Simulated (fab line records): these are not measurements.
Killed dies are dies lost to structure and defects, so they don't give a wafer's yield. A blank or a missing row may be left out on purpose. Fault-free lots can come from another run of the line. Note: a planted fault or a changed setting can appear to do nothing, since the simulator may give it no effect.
A struck lot beside a sound one :: flow sky130 :: 32 steps out of a route of 708
Sound: wafers L280.3, L280.4, L280.5. Struck: wafer L281.1. (L281.4, L281.5 of the same lot were not struck and are left out.) The cause comes at the end.
At each step with rows: each side's tool, then ch and its chambers, then its first start. Under that, the readings that differ: sound wafers :: struck wafers :: difference of the means :: sigmas: that difference in standard deviations of wafers without a fault.
alike: readings whose means differ by less than 2 such deviations, and words and numbers that are the same on both sides. not compared: withheld readings, readings that some wafer has no value for, bounds like >300 that may hide the same value, and numbers for which the record gives no deviation and whose values overlap.
The two part at a step that has a row with sigmas, a row that says differs or no value, or rows on one side only. Numbers that don't overlap but have no deviation are shown without sigmas and don't part them. A reading missing from all wafers of one side parts the sides only when that side holds two or more wafers.

first, 5 steps without rows for these wafers: SKY_VIA1_STRIP_17 (strips in post etch residue remover, time 1200 s); SKY_VIA1_CLEAN_18 (cleans in IPA, time 180 s); SKY_VIA1_CLEAN_19 (cleans in O3/DIW); SKY_VIA1_SPUTTER_20 (material TiN, target thk 20 nm, time 80 s); SKY_VIA1_CVD_21 (deposits W, target thk 270 nm, time 80.902 s).
SKY_VIA1_RS_MEAS_22: uses a four-point probe to measure.
  sound: film_metro-01 at day 37 04:57; struck: film_metro-02 at day 37 17:13
  alike: VIA1_W_RS
SKY_VIA1_THK_MEAS_23: measures by xrf.
  sound: film_metro-01 at day 37 05:03; struck: film_metro-02 at day 37 17:20
  alike: VIA1_W_THK
SKY_VIA1_CMP_24: polishes, stops on SiO2, t overpolish 15 s, target thk 0 nm.
  sound on cmp-02 ch 1,2, day 37 05:05; struck on cmp-02 ch 2, day 37 17:29
reading: overpolish_run_s (s)
sound: 14.996 14.999 14.996
struck: 15.024
difference: +0.027
sigmas: +3
  alike: motor_current_A, time_to_endpoint_s
SKY_METAL2_SPUTTER_00: material Ti, target thk 15 nm, time 10 s.
  sound: pvd_sputter-02 at day 37 05:23; struck: pvd_sputter-04 at day 37 17:41
  alike: throttle_valve_pct
then, 3 steps without rows for these wafers: SKY_METAL2_SPUTTER_01 (material TiN, target thk 20 nm, time 16.7 s); SKY_METAL2_SPUTTER_02 (material AlCu, target thk 250 nm, time 13.3 s); SKY_METAL2_SPUTTER_03 (material Ti, target thk 5 nm, time 3.3 s).
SKY_METAL2_SPUTTER_04: material TiN, target thk 70 nm, time 58.3 s.
  sound: pvd_sputter-02 at day 37 05:29; struck: pvd_sputter-04 at day 37 17:47
reading: model.TiN_of_METAL2_SPUTTER_04.thk_nm (nm)
sound: 69.2 68.4 68.86
struck: 54.88
difference: -13.94
sigmas: 
  alike: throttle_valve_pct
SKY_METAL2_RS_MEAS_05: uses a four-point probe to measure.
  sound: film_metro-01 at day 37 05:34; struck: film_metro-04 at day 37 17:50
  alike: METAL2_ALCU_RS
SKY_METAL2_THK_MEAS_06: measures by xrf.
  sound: film_metro-01 at day 37 05:40; struck: film_metro-04 at day 37 17:57
reading: METAL2_ALCU_THK (nm)
sound: 255.2 253.1 253.7
struck: 259.3
difference: +5.3
sigmas: +2
then, 8 steps without rows for these wafers: SKY_METAL2_DEHYDRATE_07 (time 60 s); SKY_METAL2_HMDS_08 (prime time 60 s); SKY_METAL2_COAT_09 (resist thk 60 nm); SKY_METAL2_COAT_10 (resist thk 450 nm); SKY_METAL2_SOFTBAKE_11 (time 90 s); SKY_METAL2_EXPOSE_12 (exposes mask MM2, target cd 140 nm); SKY_METAL2_PEB_13; SKY_METAL2_DEVELOP_14 (develop time 60 s).
SKY_METAL2_CD_MEAS_15: the cd target is 140 nm.
  sound: cd_sem-02 at day 38 07:48; struck: cd_sem-01 at day 38 19:38
  alike: cd_nm
SKY_METAL2_OVL_MEAS_16:
  sound: overlay-01 at day 38 07:53; struck: overlay-01 at day 38 19:45
  alike: METAL2_OVL
SKY_METAL2_DESCUM_17: chemistry O2, time 8 s.
  sound on rie_metal-02 ch 0,1, day 38 07:55; struck on rie_metal-04 ch 0, day 38 19:47
reading: chamber_pressure_mTorr (mTorr)
sound: 9.995 10.005 9.993
struck: 10.022
difference: +0.024
sigmas: +3

reading: rf_hours_counter_h (h)
sound: - - -
struck: 17
difference: no value on the sound wafers
sigmas: 
  alike: drypump_motor_current_A, oes_product_au
then, 1 step without rows for these wafers: SKY_METAL2_ETCH_18 (etches BARC in N2/H2, stops on SiO2, time 45.9 s, target depth 60 nm).
SKY_METAL2_METAL_ETCH_19: etches the open film in Cl2/BCl3, stops on SiO2, target depth 360 nm, time 78 s.
  sound on rie_metal-02 ch 0,1, day 38 08:02; struck on rie_metal-04 ch 0, day 38 19:53
reading: rf_hours_counter_h (h)
sound: - - -
struck: 17
difference: no value on the sound wafers
sigmas: 
  alike: chamber_pressure_mTorr, drypump_motor_current_A, oes_product_au, throttle_valve_pct
SKY_METAL2_STRIP_20: strips in O2/N2.
  sound on plasma_asher-01 ch 0,1, day 38 08:08; struck on plasma_asher-01 ch 0, day 38 19:58
reading: rf_hours_counter_h (h)
sound: - - -
struck: 47
difference: no value on the sound wafers
sigmas: 
  alike: chamber_pressure_mTorr, drypump_motor_current_A, n2_flow_sccm, oes_product_au, strip_time_to_endpoint_s
SKY_METAL2_STRIP_21: strips in post etch residue remover, time 1200 s.
  sound on wet_bench-03 ch 3, day 38 08:12; struck on wet_bench-03 ch 0, day 38 20:04
reading: model.TiN_of_METAL2_SPUTTER_04.thk_nm (nm)
sound: 68.78 67.98 68.45
struck: 54.47
difference: -13.93
sigmas: 
  alike: bath_heat_duty_pct
then, 1 step without rows for these wafers: SKY_METAL2_CLEAN_22 (cleans in IPA, time 180 s).
-- the record jumps here: 10 days lie between the struck wafers' starts before and after (it left off in module METAL2 and takes up again in module PAD_OPEN, whose first step shown is number 708 of the route) --
SKY_PAD_OPEN_PROBE_99:
  rows exist in the record for the struck wafers here (prober-01, day 48 19:38), but not for the sound ones

== WHERE THEY PART ==
Earliest at SKY_VIA1_CMP_24; latest, in this record, at SKY_PAD_OPEN_PROBE_99.

WHY: the cause the simulator had injected
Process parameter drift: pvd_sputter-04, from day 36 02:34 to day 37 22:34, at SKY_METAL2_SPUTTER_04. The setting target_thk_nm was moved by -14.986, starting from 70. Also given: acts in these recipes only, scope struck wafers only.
